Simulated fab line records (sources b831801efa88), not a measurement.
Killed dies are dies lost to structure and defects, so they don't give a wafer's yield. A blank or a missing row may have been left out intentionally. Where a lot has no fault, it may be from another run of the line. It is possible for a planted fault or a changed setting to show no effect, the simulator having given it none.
What tool caused it? + flow sky130 + 11 lots, 33 wafers sampled, at 3 steps of a route of 708

== WHAT THE GAUGES SHOWED, per wafer ==
SKY_CAP2M_THK_MEAS_04: measures by xrf. Usual: CAP2M_TIN_THK gives 200.1 nm (standard deviation 2).
| lot  | measured     | on           | CAP2M_TIN_THK (nm) | flag |
|------|--------------|--------------|--------------------|------|
| L726 | day 40 02:31 | filmMetro-02 | 201.6 201.6 202.0  |      |
| L727 | day 40 08:07 | filmMetro-04 | 201.3 201.3 200.7  |      |
| L728 | day 40 09:34 | filmMetro-04 | 197.8 199.3 198.4  |      |
| L729 | day 41 04:24 | filmMetro-03 | 198.7 197.8 197.7  |      |
| L734 | day 42 10:04 | filmMetro-04 | 197.8 200.1 200.4  |      |
| L739 | day 43 17:32 | filmMetro-04 | 198.3 201.5 201.5  |      |
| L740 | day 44 00:40 | filmMetro-04 | 201.0 200.7 200.2  |      |
| L741 | day 44 14:33 | filmMetro-02 | 200.5 200.5 198.1  |      |
| L742 | day 44 16:01 | filmMetro-03 | 199.1 203.6 202.2  |      |
| L743 | day 44 20:34 | filmMetro-03 | 201.4 198.0 199.8  |      |
| L744 | day 45 04:01 | filmMetro-03 | 199.3 198.4 199.3  |      |

== WHICH TOOL RAN EACH LOT (tool, then ch and the chambers of the sampled wafers, then the start) ==
| lot  | SKY_VIA3_CVD_21              | SKY_METAL4_SPUTTER_01       |
|------|------------------------------|-----------------------------|
| L726 | cvdW-01 ch 0,1, day 40 01:26 | pvdSputter-04, day 40 02:04 |
| L727 | cvdW-02 ch 0,1, day 40 07:04 | pvdSputter-04, day 40 07:41 |
| L728 | cvdW-02 ch 1, day 40 08:29   | pvdSputter-02, day 40 09:07 |
| L729 | cvdW-01 ch 0,1, day 41 03:20 | pvdSputter-04, day 41 03:58 |
| L734 | cvdW-02 ch 0,1, day 42 08:59 | pvdSputter-02, day 42 09:37 |
| L739 | cvdW-01 ch 0,1, day 43 16:14 | pvdSputter-04, day 43 17:04 |
| L740 | cvdW-01 ch 0,1, day 43 23:37 | pvdSputter-04, day 44 00:13 |
| L741 | cvdW-01 ch 0,1, day 44 13:29 | pvdSputter-02, day 44 14:05 |
| L742 | cvdW-01 ch 0,1, day 44 14:57 | pvdSputter-04, day 44 15:35 |
| L743 | cvdW-01 ch 1, day 44 19:30   | pvdSputter-01, day 44 20:07 |
| L744 | cvdW-02 ch 1, day 45 02:53   | pvdSputter-04, day 45 03:32 |
- SKY_VIA3_CVD_21: deposits W, target thk 390 nm, time 117.31 s.
- SKY_METAL4_SPUTTER_01: material TiN, target thk 20 nm, time 16.7 s.

== AS READ BY THE TOOLS THEMSELVES (means over the sampled wafers that have a number; for cases with no such wafer, the mark the record gives instead) ==
SKY_VIA3_CVD_21. Usual: heaterPowerW 867 W, standard deviation 54; susceptorTempC 400.01 C, standard deviation 0.22.
| lot  | tool    | heaterPowerW (W) | susceptorTempC (C) | flag |
|------|---------|------------------|--------------------|------|
| L726 | cvdW-01 | 897              | 399.89             |      |
| L727 | cvdW-02 | 842              | 399.86             |      |
| L728 | cvdW-02 | 868              | 400.24             |      |
| L729 | cvdW-01 | 915              | 400.28             |      |
| L734 | cvdW-02 | 842              | 400.09             |      |
| L739 | cvdW-01 | 895              | 399.87             |      |
| L740 | cvdW-01 | 902              | 399.95             |      |
| L741 | cvdW-01 | 905              | 399.92             |      |
| L742 | cvdW-01 | 893              | 399.89             |      |
| L743 | cvdW-01 | 806              | 400.01             |      |
| L744 | cvdW-02 | 861              | 400.01             |      |

SKY_METAL4_SPUTTER_01. Usual: cathodeDcPowerW 6499.8 W, standard deviation 1.1; throttleValvePct 29.7 %, standard deviation 1.2.
| lot  | tool          | cathodeDcPowerW (W) | throttleValvePct (%) | flag |
|------|---------------|---------------------|----------------------|------|
| L726 | pvdSputter-04 | 6500.7              | 29.3                 |      |
| L727 | pvdSputter-04 | 6500.3              | 29.7                 |      |
| L728 | pvdSputter-02 | 6500.0              | 30.9                 |      |
| L729 | pvdSputter-04 | 6499.2              | 29.4                 |      |
| L734 | pvdSputter-02 | 6500.8              | 30.7                 |      |
| L739 | pvdSputter-04 | 6500.6              | 30.2                 |      |
| L740 | pvdSputter-04 | 6499.8              | 29.7                 |      |
| L741 | pvdSputter-02 | 6499.6              | 30.4                 |      |
| L742 | pvdSputter-04 | 6499.1              | 29.7                 |      |
| L743 | pvdSputter-01 | 6499.5              | 30.4                 |      |
| L744 | pvdSputter-04 | 6500.5              | 29.4                 |      |

== THE ANSWER, worked out from the rows above alone ==
Rule: a lot counts as off when the mean over its wafers that have a number is more than 3 standard deviations away from the usual mean. Also off: a lot with no number at a reading for which 4 or more lots have one. All remaining lots with rows at the step are treated as sound. After the gauges, taken in route order, come the tools' own readings; for these a lot's mean is taken, as printed above. The first step at which some lot is off is used, and at that step the reading that is off furthest; a lot without a number counts as furthest.
No lot is off at any reading shown: from this, nothing can be told.

== WHAT THE SIMULATOR HAD INSERTED ==
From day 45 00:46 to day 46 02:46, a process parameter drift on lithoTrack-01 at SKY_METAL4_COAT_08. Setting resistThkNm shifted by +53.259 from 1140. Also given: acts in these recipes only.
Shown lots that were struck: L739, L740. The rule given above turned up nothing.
